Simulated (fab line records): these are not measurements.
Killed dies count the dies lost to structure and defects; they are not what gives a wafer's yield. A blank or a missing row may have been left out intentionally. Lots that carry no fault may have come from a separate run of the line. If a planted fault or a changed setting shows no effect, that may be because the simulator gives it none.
fab line records    flow sky130    part 2 of 2: steps 28 to 37 of 37
[record] lots = 5  wafers = 15  last_day = 50
route steps=708 shown NWELL@62 PWDE@84 VT_ADJUST_HVTP@85 VT_ADJUST_LVTN@97
lots with no fault: from the same line, run without faults
start_h: hours from the record's first day to the start of the lot's first wafer shown    wait_h: hours elapsed since this lot's preceding step    " as in the row above    L1.1+2: one row covering several wafers at once    - either no value or no given start    * or withheld: withheld    < > ~ a bound
route shown NAME@n: NAME is a module with steps in the file, n the number in the route of the first one    usual: mean/standard deviation of fault-free wafers    same: alike in all rows    chamber/n: place in a boat    sites: each site's reading    _std_site: their standard deviation    _edge_site: inner sites' mean taken away from outer sites' mean    radius_mm: for every site, how far away it sits from the centre of the wafer    mask NAME#n: copy n    behind: the last tool/chamber to shape the wafer    hold: why the lot was held/for how many hours/how that ended    device: whichever transistor did not switch (one of n, p or np)    end of line: tests run on the same wafers once the route is complete    for a step that has no rows: nothing shown but its recipe    killed: the dies lost at the first sort to structure and to defects; this is not the yield of the wafer    map: the dies of a wafer, with x for killed, . for not killed, _ for no die there
set.NAME: the setting that was run; set.NAME@STEP: the one run at that earlier step    model.NAME: the simulator's own value behind a step, which no gauge read
lots seen at some steps along the route; tables by step, rows by wafer
services: the hour from which a tool's chamber was out of use, counted from the record's first day as start_h (under 0 if before that day), plus the number of hours and why
[[steps]]
[step SKY_VT_ADJUST_HVTP_PEB_05]
[recipe] temp_c = withheld  time_s = *  resist = NOVOLAK
[usual] chill_plate_temp_C = *
lot.wafer  tool            chamber  start_h  wait_h  chill_plate_temp_C
L075.3     litho_track-01  0        -        -       *
L075.4     "               0        "        "       *
L075.6     "               0        "        "       *
L081.2     litho_track-04  0        -        -       *
L081.3     "               0        "        "       *
L081.5     "               0        "        "       *
L086.1     litho_track-03  0        -        -       *
L086.2     "               0        "        "       *
L086.5     "               0        "        "       *
L089.2     litho_track-03  0        -        -       *
L089.3     "               0        "        "       *
L089.5     "               0        "        "       *
L096.1     litho_track-03  0        -        -       *
L096.2     "               0        "        "       *
L096.6     "               0        "        "       *
[step SKY_VT_ADJUST_HVTP_DEVELOP_06]
[recipe] resist = NOVOLAK  developer = TMAH  develop_time_s = 61.06  dev_temp_c = 23
[usual] chill_plate_temp_C = 23.01/0.12
lot.wafer  tool            chamber  start_h  wait_h  chill_plate_temp_C
L075.3     litho_track-01  0        135.33   0.1     23.03
L075.4     "               0        "        "       22.89
L075.6     "               0        "        "       22.94
L081.2     litho_track-04  0        167.90   0.1     22.91
L081.3     "               0        "        "       22.97
L081.5     "               0        "        "       23.08
L086.1     litho_track-03  0        198.45   0.1     23.13
L086.2     "               0        "        "       23.13
L086.5     "               0        "        "       22.96
L089.2     litho_track-03  0        221.43   0.1     23.12
L089.3     "               0        "        "       23.07
L089.5     "               0        "        "       22.98
L096.1     litho_track-03  0        272.15   0.1     23.02
L096.2     "               0        "        "       22.99
L096.6     "               0        "        "       23.07
[step SKY_VT_ADJUST_HVTP_CD_MEAS_07]
[recipe] target_cd_nm = 380
[usual] cd_nm = 380.8/2.8
lot.wafer  tool       chamber  start_h  wait_h  cd_nm
L075.3     cd_sem-01  -        135.47   0.1     381.1
L075.4     "          -        "        "       381.5
L075.6     "          -        "        "       379.7
L081.2     cd_sem-02  -        168.04   0.1     380.0
L081.3     "          -        "        "       382.8
L081.5     "          -        "        "       381.6
L086.1     cd_sem-01  -        198.60   0.1     381.1
L086.2     "          -        "        "       380.2
L086.5     "          -        "        "       381.0
L089.2     cd_sem-01  -        221.57   0.1     378.6
L089.3     "          -        "        "       377.3
L089.5     "          -        "        "       377.0
L096.1     cd_sem-02  -        272.30   0.1     381.3
L096.2     "          -        "        "       382.4
L096.6     "          -        "        "       378.0
[step SKY_VT_ADJUST_HVTP_OVL_MEAS_08]
[usual] VT_ADJUST_HVTP_OVL = -0.3/1.3
lot.wafer  tool        chamber  start_h  wait_h  VT_ADJUST_HVTP_OVL[nm]
L075.3     overlay-02  -        135.57   0.1     0.7
L075.4     "           -        "        "       -1.0
L075.6     "           -        "        "       0.2
L081.2     overlay-01  -        168.15   0.1     -1.5
L081.3     "           -        "        "       -0.3
L081.5     "           -        "        "       -2.0
L086.1     overlay-02  -        198.72   0.1     -0.4
L086.2     "           -        "        "       -1.0
L086.5     "           -        "        "       1.4
L089.2     overlay-02  -        221.68   0.1     0.1
L089.3     "           -        "        "       0.4
L089.5     "           -        "        "       -0.3
L096.1     overlay-01  -        272.42   0.1     -0.9
L096.2     "           -        "        "       -0.8
L096.6     "           -        "        "       -1.9
[step SKY_VT_ADJUST_HVTP_IMPLANT_09]
[recipe] species = As  energy_kev = 150  dose_cm2 = 4.3e+12  tilt_deg = withheld
lot.wafer   tool          chamber  start_h  wait_h
L075.3+4+6  implanter-02  0        135.64   0.1
L081.2+3+5  implanter-02  0        168.20   0.0
L086.1+2+5  implanter-01  0        198.76   0.0
L089.2+3+5  implanter-01  0        221.73   0.0
L096.1+2+6  implanter-01  0        272.46   0.0
[step SKY_VT_ADJUST_HVTP_STRIP_10]
[recipe] chemistry = O2/N2  power_w = 1400  pressure_mtorr = 1500  platen_temp_c = withheld  o2_flow_sccm = 3000  n2_flow_sccm = 300  overash_fraction = 0.5
[usual] chamber_pressure_mTorr = 1500.0/1.2  drypump_motor_current_A = 5.69/0.29  oes_product_au = 0.716/0.0048  strip_time_to_endpoint_s = 14.19/0.047
[same] overash_fraction = 0.5
lot.wafer  tool             chamber  start_h  wait_h  chamber_pressure_mTorr  drypump_motor_current_A  oes_product_au  rf_hours_counter_h  strip_time_to_endpoint_s
L075.3     plasma_asher-01  0        135.77   0.1     1499.6                  5.59                     0.712           -                   14.19
L075.4     "                1        "        "       1499.5                  5.81                     0.714           -                   14.17
L075.6     "                1        "        "       1500.0                  5.84                     0.718           -                   14.21
L081.2     plasma_asher-03  1        168.33   0.1     1499.6                  5.71                     0.719           44                  14.20
L081.3     "                1        "        "       1501.9                  5.71                     0.722           -                   14.14
L081.5     "                1        "        "       1499.1                  5.68                     0.713           -                   14.23
L086.1     plasma_asher-01  0        198.91   0.1     1497.9                  5.60                     0.726           51                  14.22
L086.2     "                1        "        "       1500.1                  5.86                     0.718           51                  14.24
L086.5     "                1        "        "       1500.6                  5.87                     0.716           -                   14.24
L089.2     plasma_asher-04  1        221.86   0.1     1499.7                  5.78                     0.708           42                  14.15
L089.3     "                1        "        "       1501.1                  5.80                     0.715           -                   14.14
L089.5     "                1        "        "       1499.7                  5.78                     0.714           -                   14.09
L096.1     plasma_asher-01  0        272.61   0.1     1499.3                  5.59                     0.713           59                  14.23
L096.2     "                1        "        "       1499.7                  5.84                     0.717           59                  14.15
L096.6     "                1        "        "       1501.4                  5.82                     0.713           -                   14.18
[step SKY_VT_ADJUST_HVTP_TW_MEAS_11]
[usual] VT_ADJUST_HVTP_TW = 1360/5.9
lot.wafer  tool           chamber  start_h  wait_h  VT_ADJUST_HVTP_TW
L075.3     film_metro-04  -        135.86   0.1     1367
L075.4     "              -        "        "       1366
L075.6     "              -        "        "       1359
L081.2     film_metro-04  -        168.44   0.1     1356
L081.3     "              -        "        "       1368
L081.5     "              -        "        "       1359
L086.1     film_metro-04  -        199.01   0.1     1365
L086.2     "              -        "        "       1365
L086.5     "              -        "        "       1363
L089.2     film_metro-04  -        221.97   0.1     1352
L089.3     "              -        "        "       1358
L089.5     "              -        "        "       1356
L096.1     film_metro-03  -        272.71   0.1     1367
L096.2     "              -        "        "       1363
L096.6     "              -        "        "       1363
[step SKY_VT_ADJUST_LVTN_DEHYDRATE_00]
[recipe] temp_c = 200  time_s = 60
[usual] chill_plate_temp_C = 23.00/0.099
lot.wafer  tool            chamber  start_h  wait_h  chill_plate_temp_C
L075.3     litho_track-02  0        144.81   8.9     22.88
L075.4     "               0        "        "       23.01
L075.6     "               0        "        "       22.97
L081.2     litho_track-04  0        178.30   9.8     23.05
L081.3     "               0        "        "       23.05
L081.5     "               0        "        "       23.07
L086.1     litho_track-03  0        208.90   9.9     22.99
L086.2     "               0        "        "       23.02
L086.5     "               0        "        "       22.96
L089.2     litho_track-04  0        232.35   10.4    23.01
L089.3     "               0        "        "       22.92
L089.5     "               0        "        "       23.09
L096.1     litho_track-04  0        284.02   11.3    23.12
L096.2     "               0        "        "       22.98
L096.6     "               0        "        "       22.85
[step SKY_VT_ADJUST_LVTN_HMDS_01]
[recipe] prime_time_s = 60  prime_temp_c = 120
[usual] chill_plate_temp_C = 23.03/0.11
[same] prime_time_s = 60
lot.wafer  tool            chamber  start_h  wait_h  chill_plate_temp_C
L075.3     litho_track-02  0        144.96   0.1     23.04
L075.4     "               0        "        "       22.98
L075.6     "               0        "        "       22.99
L081.2     litho_track-04  0        178.45   0.1     22.87
L081.3     "               0        "        "       22.95
L081.5     "               0        "        "       22.83
L086.1     litho_track-03  0        209.05   0.1     23.17
L086.2     "               0        "        "       23.16
L086.5     "               0        "        "       22.98
L089.2     litho_track-04  0        232.50   0.1     23.05
L089.3     "               0        "        "       23.16
L089.5     "               0        "        "       23.09
L096.1     litho_track-04  0        284.17   0.1     22.95
L096.2     "               0        "        "       23.08
L096.6     "               0        "        "       23.09
[step SKY_VT_ADJUST_LVTN_COAT_02]
[recipe] spin_rpm = 2000  resist_thk_nm = 3000
[usual] chill_plate_temp_C = 22.98/0.12
lot.wafer  tool            chamber  start_h  wait_h  chill_plate_temp_C
L075.3     litho_track-02  0        145.11   0.1     22.84
L075.4     "               0        "        "       23.12
L075.6     "               0        "        "       23.02
L081.2     litho_track-04  0        178.60   0.1     23.10
L081.3     "               0        "        "       23.08
L081.5     "               0        "        "       23.19
L086.1     litho_track-03  0        209.20   0.1     23.07
L086.2     "               0        "        "       23.04
L086.5     "               0        "        "       23.06
L089.2     litho_track-04  0        232.65   0.1     22.76
L089.3     "               0        "        "       22.78
L089.5     "               0        "        "       22.84
L096.1     litho_track-04  0        284.32   0.1     22.84
L096.2     "               0        "        "       22.97
L096.6     "               0        "        "       22.85
[[services]]
tool              chamber  start_h  hours  kind
plasma_asher-03   -        79.33    8.1    repair
implanter-04      -        89.61    1.2    repair
plasma_asher-03   -        90.41    38.8   repair
iline_stepper-01  -        101.33   10.6   repair
implanter-02      -        104.91   2.6    repair
plasma_asher-02   -        108.75   9.0    pm
implanter-03      -        146.15   13.5   pm
implanter-04      -        150.27   2.7    repair
iline_stepper-02  -        152.73   1.7    pm
iline_stepper-01  -        155.65   2.7    repair
implanter-01      -        158.88   19.7   repair
implanter-02      -        161.84   2.2    repair
implanter-03      -        164.07   5.3    pm
implanter-02      -        168.39   3.4    repair
implanter-04      -        171.81   6.0    pm
implanter-01      -        178.56   5.0    pm
implanter-02      -        180.62   6.8    pm
implanter-03      -        182.59   3.0    repair
implanter-04      -        198.64   3.1    repair
implanter-02      -        215.23   1.1    repair
implanter-02      -        218.59   33.2   pm
implanter-02      -        256.62   5.3    repair
implanter-03      -        257.02   2.4    repair
iline_stepper-01  -        274.01   1.7    pm
